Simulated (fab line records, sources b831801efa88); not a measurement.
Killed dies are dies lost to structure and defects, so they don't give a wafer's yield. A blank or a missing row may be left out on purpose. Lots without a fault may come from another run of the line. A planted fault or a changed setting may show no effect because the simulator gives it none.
fab line records | flow gf180mcu
record lots=5 wafers=15 last_day=33
route steps=602 shown V3@436 M4@456
lots that met no fault: from a run of the same line without faults
start_h: hours from the record's first day to the start of the lot's first wafer shown | wait_h: hours since the lot's step before | " the same as in the row above | L1.1+2: a row that stands for several wafers | - no value, or no start given | * or withheld: withheld | < > ~ a bound
route shown NAME@n: a module of which the file shows steps, and the number in the route of the first | usual: mean/standard deviation of fault-free wafers | same: alike in all rows | chamber/n: place in a boat | sites: the reading at each site | _std_site: their standard deviation | _edge_site: outer sites' mean less inner sites' | radius_mm: how far each site lies from the wafer's centre | mask NAME#n: copy n | behind: the tool/chamber that last shaped the wafer | hold: why the lot was held/for how many hours/how that ended | device: the transistor (n, p or np) that didn't switch | end of line: the same wafers' tests at the end of the route | a step without rows: its recipe alone | killed: dies lost to structure and defects at the first sort, not the wafer's yield | map: a wafer's dies, x killed, . not, _ none there
set.NAME: the setting as run; set.NAME@STEP: as run at that earlier step | model.NAME: the simulator's own value behind a step, which no gauge read
lots at some steps of the route; a table a step, a row a wafer
services: from which hour (start_h, from the record's first day; less than 0 if before it) a tool's chamber was out of use, for how many hours, and why
## steps
# step GF_V3_HMDS_07
# recipe prime_time_s=60 prime_temp_c=120
# columns lot.wafer tool chamber start_h wait_h
L076.3+5+6 litho_track-03 0 513.66 0.1
L084.2+3+5 litho_track-01 0 588.31 0.1
L086.2+3+4 litho_track-04 0 605.71 0.1
L087.2+3+4 litho_track-03 0 613.43 0.1
L090.3+5+6 litho_track-04 0 640.84 0.1
# step GF_V3_COAT_08
# recipe resist=BARC temp_c=withheld time_s=withheld spin_rpm=withheld resist_thk_nm=withheld
# columns lot.wafer tool chamber start_h wait_h
L076.3+5+6 litho_track-03 0 513.81 0.1
L084.2+3+5 litho_track-01 0 588.46 0.1
L086.2+3+4 litho_track-04 0 605.86 0.1
L087.2+3+4 litho_track-03 0 613.58 0.1
L090.3+5+6 litho_track-04 0 640.99 0.1
# step GF_V3_COAT_09
# recipe resist=KrF spin_rpm=withheld resist_thk_nm=1000
# columns lot.wafer tool chamber start_h wait_h
L076.3+5+6 litho_track-03 0 - -
L084.2+3+5 litho_track-01 0 - -
L086.2+3+4 litho_track-04 0 - -
L087.2+3+4 litho_track-03 0 - -
L090.3+5+6 litho_track-04 0 - -
# step GF_V3_SOFTBAKE_10
# recipe temp_c=130 time_s=60 resist=KrF
# usual plate_temp_C=129.99/0.14
# columns lot.wafer tool chamber start_h wait_h plate_temp_C
L076.3 litho_track-03 0 - - 130.13
L076.5 " 0 " " 130.20
L076.6 " 0 " " 130.20
L084.2 litho_track-01 0 - - 129.91
L084.3 " 0 " " 130.02
L084.5 " 0 " " 130.02
L086.2 litho_track-04 0 - - 130.30
L086.3 " 0 " " 129.89
L086.4 " 0 " " 129.76
L087.2 litho_track-03 0 - - 130.18
L087.3 " 0 " " 130.18
L087.4 " 0 " " 130.16
L090.3 litho_track-04 0 - - 130.05
L090.5 " 0 " " 130.10
L090.6 " 0 " " 130.27
# step GF_V3_EXPOSE_11
# recipe mask_id=Via3 target_cd_nm=260 na=0.68 source_shape=conventional sigma_outer=0.6 dose_mj=38
# same na=0.68
# columns lot.wafer tool chamber start_h wait_h mask
L076.3+5+6 krf_scanner-02 0 - - Via3#0
L084.2+3+5 krf_scanner-02 0 - - Via3#0
L086.2+3+4 krf_scanner-01 0 - - Via3#0
L087.2+3+4 krf_scanner-02 0 - - Via3#0
L090.3+5+6 krf_scanner-01 0 - - Via3#0
# step GF_V3_PEB_12
# recipe peb_temp_c=135 peb_time_s=90 resist=KrF
# usual plate_temp_C=135.02/0.15
# columns lot.wafer tool chamber start_h wait_h plate_temp_C
L076.3 litho_track-04 0 - - 135.30
L076.5 " 0 " " 135.18
L076.6 " 0 " " 134.99
L084.2 litho_track-01 0 - - 135.07
L084.3 " 0 " " 134.95
L084.5 " 0 " " 135.10
L086.2 litho_track-04 0 - - 135.30
L086.3 " 0 " " 135.08
L086.4 " 0 " " 135.38
L087.2 litho_track-04 0 - - 134.88
L087.3 " 0 " " 135.08
L087.4 " 0 " " 135.03
L090.3 litho_track-04 0 - - 134.96
L090.5 " 0 " " 134.89
L090.6 " 0 " " 134.76
# step GF_V3_DEVELOP_13
# recipe develop_time_s=60 resist=KrF dev_temp_c=21
# columns lot.wafer tool chamber start_h wait_h
L076.3+5+6 litho_track-04 0 525.39 0.1
L084.2+3+5 litho_track-01 0 599.36 0.2
L086.2+3+4 litho_track-04 0 616.36 0.2
L087.2+3+4 litho_track-04 0 623.91 0.2
L090.3+5+6 litho_track-04 0 651.79 0.1
# step GF_V3_CD_MEAS_14
# recipe target_cd_nm=260
# usual cd_nm=260.0/1.2
# columns lot.wafer tool chamber start_h wait_h cd_nm
L076.3 cd_sem-02 - 525.53 0.1 259.1
L076.5 " - " " 258.8
L076.6 " - " " 258.3
L084.2 cd_sem-01 - 599.50 0.1 260.0
L084.3 " - " " 259.6
L084.5 " - " " 259.1
L086.2 cd_sem-02 - 616.51 0.1 261.6
L086.3 " - " " 260.7
L086.4 " - " " 261.4
L087.2 cd_sem-02 - 624.06 0.1 261.8
L087.3 " - " " 261.5
L087.4 " - " " 261.3
L090.3 cd_sem-01 - 651.93 0.1 259.4
L090.5 " - " " 260.8
L090.6 " - " " 260.8
# step GF_V3_OVL_MEAS_15
# usual V3_OVL=2/6
# columns lot.wafer tool chamber start_h wait_h V3_OVL[nm]
L076.3 overlay-02 - 525.62 0.1 5
L076.5 " - " " 4
L076.6 " - " " 6
L084.2 overlay-02 - 599.61 0.1 4
L084.3 " - " " 6
L084.5 " - " " 3
L086.2 overlay-01 - 616.62 0.1 -7
L086.3 " - " " -6
L086.4 " - " " -4
L087.2 overlay-01 - 624.17 0.1 -4
L087.3 " - " " 3
L087.4 " - " " -2
L090.3 overlay-02 - 652.02 0.1 -7
L090.5 " - " " -6
L090.6 " - " " -11
# step GF_V3_ETCH_16
# recipe chemistry=N2/H2 target_depth_a=withheld overetch_a=withheld time_s=withheld target=BARC ion_energy_ev=200 source_w=500 bias_w=100 pressure_mtorr=30 n2_flow_sccm=100 h2_flow_sccm=200
# usual chamber_pressure_mTorr=29.998/0.025 drypump_motor_current_A=5.5/0.4 oes_product_au=0.854/0.0047 throttle_valve_pct=13.224/0.0091
# columns lot.wafer tool chamber start_h wait_h chamber_pressure_mTorr drypump_motor_current_A oes_product_au throttle_valve_pct
L076.3 rie_diel-04 2 525.65 0.0 29.973 6.4 0.854 13.207
L076.5 " 2 " " 30.013 6.4 0.850 13.229
L076.6 " 3 " " 29.999 4.9 0.862 13.227
L084.2 rie_diel-03 1 599.64 0.0 29.998 5.5 0.860 13.226
L084.3 " 0 " " 29.993 5.1 0.851 13.210
L084.5 " 1 " " 30.045 5.5 0.862 13.222
L086.2 rie_diel-03 3 616.65 0.0 30.046 5.4 0.854 13.221
L086.3 " 2 " " 29.971 5.6 0.855 13.214
L086.4 " 1 " " 29.992 5.5 0.859 13.215
L087.2 rie_diel-02 0 624.20 0.0 30.023 5.8 0.844 13.231
L087.3 " 2 " " 30.029 4.8 0.860 13.229
L087.4 " 3 " " 29.946 5.4 0.858 13.234
L090.3 rie_diel-04 2 652.05 0.0 29.966 6.3 0.857 13.237
L090.5 " 1 " " 30.037 6.0 0.854 13.214
L090.6 " 2 " " 29.968 6.3 0.856 13.228
# step GF_V3_ETCH_17
# recipe chemistry=C4F8/O2/Ar mask_material=KrF target=SiO2 stop_on=TiN source_w=1500 bias_w=1200 pressure_mtorr=40 c4f8_flow_sccm=withheld O2_flow_sccm=6 Ar_flow_sccm=300 time_s=withheld target_depth_a=6350
# usual chamber_pressure_mTorr=40.00/0.034 oes_product_au=0.855/0.0043
# columns lot.wafer tool chamber start_h wait_h chamber_pressure_mTorr oes_product_au
L076.3 rie_diel-04 2 - - 40.01 0.856
L076.5 " 2 " " 40.03 0.856
L076.6 " 3 " " 40.00 0.853
L084.2 rie_diel-03 1 - - 40.00 0.855
L084.3 " 0 " " 40.00 0.854
L084.5 " 1 " " 40.02 0.860
L086.2 rie_diel-03 3 - - 39.96 0.854
L086.3 " 2 " " 39.96 0.845
L086.4 " 1 " " 39.98 0.863
L087.2 rie_diel-02 0 - - 40.06 0.861
L087.3 " 2 " " 39.97 0.854
L087.4 " 3 " " 39.95 0.855
L090.3 rie_diel-04 2 - - 40.04 0.855
L090.5 " 1 " " 40.07 0.851
L090.6 " 2 " " 39.98 0.853
# step GF_V3_STRIP_18
# recipe chemistry=O2/N2 power_w=1400 pressure_mtorr=1500 platen_temp_c=250 o2_flow_sccm=3000 n2_flow_sccm=300 overash_fraction=0.5
# usual chamber_pressure_mTorr=1499.9/1.3 drypump_motor_current_A=5.9/0.3 heater_power_w=339/22 oes_product_au=0.592/0.0047
# columns lot.wafer tool chamber start_h wait_h chamber_pressure_mTorr drypump_motor_current_A heater_power_w oes_product_au rf_hours_counter_h
L076.3 plasma_asher-02 1 525.81 - 1497.2 6.3 379 0.592 -
L076.5 " 0 " " 1500.3 6.2 362 0.590 -
L076.6 " 1 " " 1499.7 6.3 386 0.593 -
L084.2 plasma_asher-04 0 599.77 - 1500.1 5.5 316 0.597 18
L084.3 " 0 " " 1498.0 5.5 323 0.588 -
L084.5 " 1 " " 1499.0 6.2 333 0.590 -
L086.2 plasma_asher-01 1 616.77 - 1500.6 5.9 314 0.597 96
L086.3 " 0 " " 1500.9 5.8 358 0.590 -
L086.4 " 1 " " 1500.7 5.9 326 0.595 -
L087.2 plasma_asher-04 0 624.32 - 1500.0 5.5 320 0.579 20
L087.3 " 1 " " 1501.3 6.2 340 0.586 -
L087.4 " 0 " " 1502.2 5.5 321 0.592 -
L090.3 plasma_asher-02 0 652.21 - 1500.2 6.1 360 0.597 -
L090.5 " 1 " " 1500.2 6.3 380 0.595 -
L090.6 " 0 " " 1500.6 6.1 364 0.594 -
# step GF_V3_STRIP_19
# recipe chemistry=post_etch_residue_remover time_s=1200 temp_c=72.5
# columns lot.wafer tool chamber start_h wait_h
L076.3+5+6 wet_bench-03 0 525.88 0.0
L084.2+3+5 wet_bench-03 2 599.87 0.1
L086.2+3+4 wet_bench-04 3 616.87 0.1
L087.2+3+4 wet_bench-04 0 624.42 0.1
L090.3+5+6 wet_bench-03 0 652.27 0.0
# step GF_V3_CLEAN_20
# recipe chemistry=DIW dry=n2_spin
# columns lot.wafer tool chamber start_h wait_h
L076.3+5+6 wet_bench-01 0 526.22 0.0
L084.2+3+5 wet_bench-01 0 600.21 0.0
L086.2+3+4 wet_bench-03 1 617.22 0.0
L087.2+3+4 wet_bench-01 1 624.77 0.0
L090.3+5+6 wet_bench-04 0 652.62 0.0
# step GF_V3_SPUTTER_21
# recipe material=Ti target_thk_nm=15 chamber_pressure_pa=5 power_w=2500 substrate_temp_c=200 time_s=80.02
# usual substrate_temp_c=200.00/0.17 throttle_valve_pct=30.0/1.1
# columns lot.wafer tool chamber start_h wait_h substrate_temp_c throttle_valve_pct
L076.3 pvd_sputter-04 - 526.32 0.0 199.65 29.4
L076.5 " - " " 200.15 31.7
L076.6 " - " " 199.80 29.2
L084.2 pvd_sputter-04 - 600.30 0.0 199.67 30.7
L084.3 " - " " 199.93 29.7
L084.5 " - " " 199.95 31.6
L086.2 pvd_sputter-04 - 617.31 0.0 199.85 29.6
L086.3 " - " " 199.76 30.0
L086.4 " - " " 200.09 30.8
L087.2 pvd_sputter-02 - 624.86 0.0 199.77 31.3
L087.3 " - " " 200.13 30.3
L087.4 " - " " 199.76 27.9
L090.3 pvd_sputter-02 - 652.71 0.0 199.91 31.6
L090.5 " - " " 199.82 29.1
L090.6 " - " " 199.75 28.0
# step GF_V3_SPUTTER_22
# recipe material=TiN target_thk_nm=10 chamber_pressure_pa=5 power_w=4000 time_s=40
# usual throttle_valve_pct=30.0/1.1
# columns lot.wafer tool chamber start_h wait_h throttle_valve_pct
L076.3 pvd_sputter-04 - 526.38 0.0 29.6
L076.5 " - " " 31.7
L076.6 " - " " 29.5
L084.2 pvd_sputter-04 - 600.36 0.0 30.9
L084.3 " - " " 29.5
L084.5 " - " " 31.7
L086.2 pvd_sputter-04 - 617.37 0.0 29.3
L086.3 " - " " 29.8
L086.4 " - " " 30.6
L087.2 pvd_sputter-02 - 624.92 0.0 31.4
L087.3 " - " " 30.2
L087.4 " - " " 28.2
L090.3 pvd_sputter-02 - 652.77 0.0 31.2
L090.5 " - " " 29.1
L090.6 " - " " 28.1
# step GF_V3_CVD_23
# recipe material=W target_thk_nm=350 time_s=104.9 temp_c=400 pressure_torr=40
# usual heater_power_w=815/79 susceptor_temp_C=400.01/0.22
# columns lot.wafer tool chamber start_h wait_h heater_power_w susceptor_temp_C
L076.3 cvd_w-01 0 526.45 0.1 724 400.39
L076.5 " 1 " " 849 400.13
L076.6 " 0 " " 721 400.40
L084.2 cvd_w-02 0 600.44 0.1 786 399.96
L084.3 " 1 " " 914 400.10
L084.5 " 1 " " 895 399.91
L086.2 cvd_w-02 0 617.41 0.0 778 400.20
L086.3 " 0 " " 797 400.30
L086.4 " 1 " " 909 400.04
L087.2 cvd_w-01 0 624.96 0.0 700 400.10
L087.3 " 1 " " 852 400.42
L087.4 " 0 " " 723 400.32
L090.3 cvd_w-01 0 652.84 0.1 704 400.13
L090.5 " 1 " " 871 399.92
L090.6 " 0 " " 728 400.22
# step GF_V3_RS_MEAS_24
# recipe thk_meas_gauge=four-point-probe reads=W_of_V3_CVD_23+TiN_of_V3_SPUTTER_22+Ti_of_V3_SPUTTER_21
# usual V3_W_RS=0.329/0.0038
# columns lot.wafer tool chamber start_h wait_h V3_W_RS[ohm/sq]
L076.3 film_metro-01 - 526.57 0.1 0.335
L076.5 " - " " 0.330
L076.6 " - " " 0.331
L084.2 film_metro-01 - 600.57 0.1 0.332
L084.3 " - " " 0.334
L084.5 " - " " 0.334
L086.2 film_metro-02 - 617.54 0.1 0.324
L086.3 " - " " 0.323
L086.4 " - " " 0.323
L087.2 film_metro-04 - 625.09 0.1 0.334
L087.3 " - " " 0.332
L087.4 " - " " 0.330
L090.3 film_metro-04 - 652.96 0.1 0.331
L090.5 " - " " 0.331
L090.6 " - " " 0.336
# step GF_V3_THK_MEAS_25
# recipe thk_meas_gauge=xrf reads=W_of_V3_CVD_23
# usual V3_W_THK=345/5.1
# columns lot.wafer tool chamber start_h wait_h V3_W_THK[nm]
L076.3 film_metro-01 - 526.67 0.1 337
L076.5 " - " " 343
L076.6 " - " " 343
L084.2 film_metro-01 - 600.68 0.1 339
L084.3 " - " " 338
L084.5 " - " " 337
L086.2 film_metro-02 - 617.65 0.1 352
L086.3 " - " " 353
L086.4 " - " " 353
L087.2 film_metro-04 - 625.20 0.1 342
L087.3 " - " " 343
L087.4 " - " " 345
L090.3 film_metro-04 - 653.06 0.1 347
L090.5 " - " " 347
L090.6 " - " " 341
# step GF_V3_CMP_26
# recipe stop_on=SiO2 down_force_psi=3.5 platen_rpm=60 t_overpolish_s=15 target_thk_nm=0 pad_velocity_m_s=0.94248
# usual motor_current_A=11.7/1.4 overpolish_run_s=14.999/0.0084 slurry_filter_dp_kPa=13.51/0.13 time_to_endpoint_s=84.5/2.7
# same t_overpolish_s=15
# columns lot.wafer tool chamber start_h wait_h motor_current_A overpolish_run_s slurry_filter_dp_kPa time_to_endpoint_s
L076.3 cmp-02 2 526.71 0.0 13.7 15.001 13.69 83.9
L076.5 " 2 " " 12.2 14.978 13.84 85.5
L076.6 " 3 " " 8.4 14.989 13.36 82.0
L084.2 cmp-02 0 600.92 0.2 10.1 15.018 13.55 79.8
L084.3 " 3 " " 8.6 15.005 13.44 84.5
L084.5 " 1 " " 12.8 14.997 13.39 85.3
L086.2 cmp-02 1 617.70 0.0 12.4 14.992 13.57 85.2
L086.4 " 3 " " 8.6 15.010 13.35 82.8
L086.3 " 0 " " 10.6 15.010 13.49 82.1
L087.4 cmp-01 0 625.25 0.0 13.5 14.997 13.44 81.3
L087.3 " 1 " " 11.4 15.008 13.23 85.5
L087.2 " 2 " " 12.8 14.989 13.48 82.2
L090.3 cmp-02 2 653.15 0.1 12.6 15.020 13.65 87.8
L090.5 " 1 " " 12.0 14.994 13.81 86.1
L090.6 " 2 " " 12.9 14.989 13.60 84.7
# step GF_M4_SPUTTER_00
# recipe material=Ti target_thk_nm=37.5 arriving_ion_energy_ev=80 substrate_temp_c=200 chamber_pressure_pa=2 power_w=4000 time_s=150
# usual substrate_temp_c=200.01/0.15 throttle_valve_pct=29.9/1.2
# columns lot.wafer tool chamber start_h wait_h substrate_temp_c throttle_valve_pct
L076.3 pvd_sputter-04 - 527.01 0.2 200.16 30.7
L076.5 " - " " 199.79 29.4
L076.6 " - " " 200.11 29.7
L084.2 pvd_sputter-02 - 601.22 0.2 200.12 31.4
L084.3 " - " " 200.06 29.2
L084.5 " - " " 199.93 29.2
L086.2 pvd_sputter-03 - 618.00 0.2 200.07 30.5
L086.3 " - " " 199.86 31.2
L086.4 " - " " 199.88 28.9
L087.2 pvd_sputter-02 - 625.55 0.1 199.85 31.2
L087.3 " - " " 200.23 28.1
L087.4 " - " " 200.20 28.9
L090.3 pvd_sputter-02 - 653.40 0.2 199.93 28.9
L090.5 " - " " 200.36 28.4
L090.6 " - " " 200.44 30.4
# step GF_M4_SPUTTER_01
# recipe material=TiN target_thk_nm=30 power_w=6500 time_s=25 chamber_pressure_pa=0.4
# usual throttle_valve_pct=29.9/1.2
# columns lot.wafer tool chamber start_h wait_h throttle_valve_pct
L076.3 pvd_sputter-04 - 527.11 0.1 30.4
L076.5 " - " " 29.3
L076.6 " - " " 29.6
L084.2 pvd_sputter-02 - 601.32 0.1 31.5
L084.3 " - " " 29.0
L084.5 " - " " 29.3
L086.2 pvd_sputter-03 - 618.10 0.1 30.2
L086.3 " - " " 30.9
L086.4 " - " " 29.3
L087.2 pvd_sputter-02 - 625.65 0.1 31.4
L087.3 " - " " 28.0
L087.4 " - " " 28.9
L090.3 pvd_sputter-02 - 653.50 0.1 28.8
L090.5 " - " " 28.2
L090.6 " - " " 30.3
# step GF_M4_SPUTTER_02
# recipe material=AlCu target_thk_nm=450 power_w=10600 time_s=23.9 chamber_pressure_pa=0.4
# usual throttle_valve_pct=29.9/1.2
# columns lot.wafer tool chamber start_h wait_h throttle_valve_pct
L076.3 pvd_sputter-04 - 527.14 0.0 30.7
L076.5 " - " " 29.6
L076.6 " - " " 29.7
L084.2 pvd_sputter-02 - 601.35 0.0 31.0
L084.3 " - " " 28.8
L084.5 " - " " 29.2
L086.2 pvd_sputter-03 - 618.13 0.0 30.4
L086.3 " - " " 31.1
L086.4 " - " " 29.0
L087.2 pvd_sputter-02 - 625.68 0.0 31.4
L087.3 " - " " 27.8
L087.4 " - " " 29.2
L090.3 pvd_sputter-02 - 653.53 0.0 28.9
L090.5 " - " " 28.2
L090.6 " - " " 30.8
# step GF_M4_SPUTTER_03
# recipe material=Ti target_thk_nm=10 substrate_temp_c=300 chamber_pressure_pa=0.3 power_w=3000 time_s=6.7
# usual substrate_temp_c=300.00/0.19 throttle_valve_pct=29.9/1.2
# columns lot.wafer tool chamber start_h wait_h substrate_temp_c throttle_valve_pct
L076.3 pvd_sputter-04 - 527.17 0.0 300.10 30.4
L076.5 " - " " 300.27 29.5
L076.6 " - " " 300.23 29.8
L084.2 pvd_sputter-02 - 601.38 0.0 300.03 31.3
L084.3 " - " " 300.05 29.0
L084.5 " - " " 300.08 29.1
L086.2 pvd_sputter-03 - 618.16 0.0 300.28 30.7
L086.3 " - " " 299.83 31.0
L086.4 " - " " 299.83 29.0
L087.2 pvd_sputter-02 - 625.71 0.0 300.04 31.4
L087.3 " - " " 300.06 27.9
L087.4 " - " " 300.10 29.1
L090.3 pvd_sputter-02 - 653.56 0.0 299.92 28.9
L090.5 " - " " 299.81 27.9
L090.6 " - " " 299.93 30.6
# step GF_M4_SPUTTER_04
# recipe material=TiN target_thk_nm=50 power_w=6500 time_s=41.7 chamber_pressure_pa=0.4
# usual throttle_valve_pct=29.9/1.2
# columns lot.wafer tool chamber start_h wait_h throttle_valve_pct
L076.3 pvd_sputter-04 - 527.19 0.0 30.7
L076.5 " - " " 29.7
L076.6 " - " " 30.0
L084.2 pvd_sputter-02 - 601.40 0.0 31.7
L084.3 " - " " 28.8
L084.5 " - " " 29.1
L086.2 pvd_sputter-03 - 618.18 0.0 30.5
L086.3 " - " " 30.7
L086.4 " - " " 29.2
L087.2 pvd_sputter-02 - 625.73 0.0 31.6
L087.3 " - " " 28.2
L087.4 " - " " 28.8
L090.3 pvd_sputter-02 - 653.58 0.0 28.9
L090.5 " - " " 27.9
L090.6 " - " " 30.3
# step GF_M4_RS_MEAS_05
# recipe thk_meas_gauge=four-point-probe reads=TiN_of_M4_SPUTTER_04+Ti_of_M4_SPUTTER_03+AlCu_of_M4_SPUTTER_02+TiN_of_M4_SPUTTER_01+Ti_of_M4_SPUTTER_00
# usual M4_ALCU_RS=0.0697/0.00058
# columns lot.wafer tool chamber start_h wait_h M4_ALCU_RS[ohm/sq]
L076.3 film_metro-03 - 527.27 0.1 0.0692
L076.5 " - " " 0.0699
L076.6 " - " " 0.0698
L084.2 film_metro-03 - 601.46 0.0 0.0693
L084.3 " - " " 0.0700
L084.5 " - " " 0.0702
L086.2 film_metro-03 - 618.24 0.0 0.0701
L086.3 " - " " 0.0698
L086.4 " - " " 0.0697
L087.2 film_metro-01 - 625.79 0.0 0.0686
L087.3 " - " " 0.0687
L087.4 " - " " 0.0695
L090.3 film_metro-03 - 653.66 0.1 0.0703
L090.5 " - " " 0.0692
L090.6 " - " " 0.0698
# step GF_M4_THK_MEAS_06
# recipe thk_meas_gauge=xrf reads=AlCu_of_M4_SPUTTER_02
# usual M4_ALCU_THK=446/3.8
# columns lot.wafer tool chamber start_h wait_h M4_ALCU_THK[nm]
L076.3 film_metro-03 - 527.37 0.1 447
L076.5 " - " " 446
L076.6 " - " " 445
L084.2 film_metro-03 - 601.57 0.1 448
L084.3 " - " " 447
L084.5 " - " " 443
L086.2 film_metro-03 - 618.35 0.1 444
L086.3 " - " " 446
L086.4 " - " " 447
L087.2 film_metro-01 - 625.90 0.1 452
L087.3 " - " " 453
L087.4 " - " " 446
L090.3 film_metro-03 - 653.76 0.1 440
L090.5 " - " " 449
L090.6 " - " " 443
# step GF_M4_DEHYDRATE_07
# recipe temp_c=200 time_s=60
# usual plate_temp_C=199.99/0.15
# columns lot.wafer tool chamber start_h wait_h plate_temp_C
L076.3 litho_track-03 0 538.01 10.6 199.92
L076.5 " 0 " " 200.03
L076.6 " 0 " " 200.04
L084.2 litho_track-01 0 611.56 10.0 200.03
L084.3 " 0 " " 200.05
L084.5 " 0 " " 200.12
L086.2 litho_track-01 0 627.71 9.3 199.71
L086.3 " 0 " " 200.08
L086.4 " 0 " " 200.12
L087.2 litho_track-02 0 635.80 9.9 199.98
L087.3 " 0 " " 200.12
L087.4 " 0 " " 200.01
L090.3 litho_track-01 0 662.13 8.4 200.12
L090.5 " 0 " " 199.96
L090.6 " 0 " " 199.99
# step GF_M4_HMDS_08
# recipe prime_time_s=60 prime_temp_c=120
# columns lot.wafer tool chamber start_h wait_h
L076.3+5+6 litho_track-03 0 538.16 0.1
L084.2+3+5 litho_track-01 0 611.71 0.1
L086.2+3+4 litho_track-01 0 627.86 0.1
L087.2+3+4 litho_track-02 0 635.95 0.1
L090.3+5+6 litho_track-01 0 662.28 0.1
# step GF_M4_COAT_09
# recipe resist=KrF spin_rpm=withheld resist_thk_nm=1000
# columns lot.wafer tool chamber start_h wait_h
L076.3+5+6 litho_track-03 0 538.31 0.1
L084.2+3+5 litho_track-01 0 611.86 0.1
L086.2+3+4 litho_track-01 0 628.01 0.1
L087.2+3+4 litho_track-02 0 636.10 0.1
L090.3+5+6 litho_track-01 0 662.43 0.1
# step GF_M4_SOFTBAKE_10
# recipe temp_c=130 time_s=60 resist=KrF
# usual plate_temp_C=129.97/0.13
# columns lot.wafer tool chamber start_h wait_h plate_temp_C
L076.3 litho_track-03 0 538.46 0.1 130.04
L076.5 " 0 " " 130.16
L076.6 " 0 " " 129.98
L084.2 litho_track-01 0 612.01 0.1 129.76
L084.3 " 0 " " 129.87
L084.5 " 0 " " 129.81
L086.2 litho_track-01 0 628.16 0.1 129.89
L086.3 " 0 " " 129.86
L086.4 " 0 " " 129.86
L087.2 litho_track-02 0 636.25 0.1 130.20
L087.3 " 0 " " 130.09
L087.4 " 0 " " 130.10
L090.3 litho_track-01 0 662.58 0.1 129.94
L090.5 " 0 " " 130.03
L090.6 " 0 " " 130.16
# step GF_M4_EXPOSE_11
# recipe mask_id=Metal4 target_cd_nm=280 na=0.68 source_shape=conventional sigma_outer=0.6 dose_mj=28
# same na=0.68
# columns lot.wafer tool chamber start_h wait_h mask
L076.3+5+6 krf_scanner-02 0 - - Metal4#0
L084.2+3+5 krf_scanner-01 0 - - Metal4#0
L086.2+3+4 krf_scanner-01 0 - - Metal4#0
L087.2+3+4 krf_scanner-02 0 - - Metal4#0
L090.3+5+6 krf_scanner-02 0 - - Metal4#0
# step GF_M4_PEB_12
# recipe peb_temp_c=135 peb_time_s=90 resist=KrF
# usual plate_temp_C=134.98/0.13
# columns lot.wafer tool chamber start_h wait_h plate_temp_C
L076.3 litho_track-01 0 - - 134.90
L076.5 " 0 " " 135.14
L076.6 " 0 " " 135.02
L084.2 litho_track-01 0 - - 134.99
L084.3 " 0 " " 135.01
L084.5 " 0 " " 134.93
L086.2 litho_track-01 0 - - 135.15
L086.3 " 0 " " 135.24
L086.4 " 0 " " 135.18
L087.2 litho_track-02 0 - - 135.10
L087.3 " 0 " " 135.08
L087.4 " 0 " " 134.86
L090.3 litho_track-02 0 - - 134.97
L090.5 " 0 " " 134.94
L090.6 " 0 " " 135.07
# step GF_M4_DEVELOP_13
# recipe develop_time_s=60 dev_temp_c=21
# columns lot.wafer tool chamber start_h wait_h
L076.3+5+6 litho_track-01 0 549.68 0.1
L084.2+3+5 litho_track-01 0 621.56 0.2
L086.2+3+4 litho_track-01 0 638.36 0.2
L087.2+3+4 litho_track-02 0 645.95 0.2
L090.3+5+6 litho_track-02 0 672.03 0.1
# step GF_M4_CD_MEAS_14
# recipe target_cd_nm=280
# usual cd_nm=280.0/1.3
# columns lot.wafer tool chamber start_h wait_h cd_nm
L076.3 cd_sem-02 - 549.82 0.1 278.8
L076.5 " - " " 279.1
L076.6 " - " " 279.6
L084.2 cd_sem-02 - 621.70 0.1 278.8
L084.3 " - " " 279.4
L084.5 " - " " 278.9
L086.2 cd_sem-01 - 638.50 0.1 279.5
L086.3 " - " " 280.2
L086.4 " - " " 280.8
L087.2 cd_sem-01 - 646.10 0.1 279.5
L087.3 " - " " 277.9
L087.4 " - " " 279.8
L090.3 cd_sem-02 - 672.17 0.1 278.0
L090.5 " - " " 277.9
L090.6 " - " " 278.4
# step GF_M4_OVL_MEAS_15
# usual M4_OVL=0/5.2
# columns lot.wafer tool chamber start_h wait_h M4_OVL[nm]
L076.3 overlay-01 - 549.92 0.1 2
L076.5 " - " " 4
L076.6 " - " " -8
L084.2 overlay-02 - 621.81 0.1 -2
L084.3 " - " " 2
L084.5 " - " " -4
L086.2 overlay-01 - 638.61 0.1 -9
L086.3 " - " " -8
L086.4 " - " " -1
L087.2 overlay-02 - 646.20 0.1 12
L087.3 " - " " 5
L087.4 " - " " 7
L090.3 overlay-02 - 672.26 0.1 -6
L090.5 " - " " -9
L090.6 " - " " -7
# step GF_M4_METAL_ETCH_16
# recipe chemistry=Cl2/BCl3 mask_material=KrF target_depth_nm=750.8 stop_on=SiO2 pressure_mtorr=8 icp_w=800 bias_w=140 Cl2_flow_sccm=80 bcl3_flow_sccm=40 time_s=125.1
# usual chamber_pressure_mTorr=7.999/0.0075 drypump_motor_current_A=5.5/0.43 oes_product_au=0.987/0.0064 throttle_valve_pct=28.234/0.011
# columns lot.wafer tool chamber start_h wait_h chamber_pressure_mTorr drypump_motor_current_A oes_product_au rf_hours_counter_h throttle_valve_pct
L076.3 rie_metal-03 1 549.98 0.1 7.985 5.8 0.981 - 28.232
L076.5 " 0 " " 7.994 5.8 0.994 - 28.232
L076.6 " 1 " " 7.984 5.8 0.990 - 28.223
L084.2 rie_metal-03 1 621.88 0.1 8.010 5.7 0.973 - 28.229
L084.3 " 1 " " 7.992 5.8 0.981 - 28.224
L084.5 " 1 " " 8.009 5.8 0.983 - 28.245
L086.2 rie_metal-04 0 638.64 0.0 8.004 5.9 0.985 12 28.239
L086.3 " 1 " " 8.003 4.8 0.993 - 28.231
L086.4 " 0 " " 7.993 5.9 0.993 - 28.223
L087.2 rie_metal-02 0 646.23 0.0 7.988 5.5 0.991 6 28.244
L087.3 " 0 " " 8.014 5.6 0.989 - 28.222
L087.4 " 1 " " 7.992 4.9 0.989 - 28.222
L090.3 rie_metal-04 0 672.32 0.1 8.005 5.9 0.987 - 28.242
L090.5 " 1 " " 7.994 4.8 0.985 - 28.219
L090.6 " 0 " " 7.997 5.9 0.992 - 28.242
## services
# columns tool chamber start_h hours kind
krf_scanner-01 - 497.83 1.0 pm
rie_diel-03 0 506.14 5.9 repair
krf_scanner-02 - 516.77 1.4 repair
rie_diel-03 1 524.74 8.1 repair
krf_scanner-02 - 527.30 1.0 pm
krf_scanner-02 - 528.30 3.6 pm
wet_bench-01 - 540.28 5.4 repair
krf_scanner-01 - 544.23 1.3 pm
cmp-02 - 544.92 6.2 pm
krf_scanner-02 - 552.54 1.3 pm
rie_diel-04 2 559.94 4.7 repair
cmp-02 - 566.19 4.7 pm
krf_scanner-02 - 577.24 1.0 repair
pvd_sputter-03 - 591.17 5.0 repair
krf_scanner-01 - 593.83 3.6 pm
krf_scanner-02 - 601.75 0.8 pm
rie_diel-04 3 610.78 4.4 repair
krf_scanner-01 - 616.80 0.8 pm
rie_diel-04 1 622.39 4.1 repair
rie_diel-04 1 636.36 1.6 repair
krf_scanner-02 - 658.25 0.8 pm
krf_scanner-01 - 660.42 1.1 repair
krf_scanner-01 - 666.83 1.0 pm
krf_scanner-02 - 671.76 0.8 repair
## key
fault none
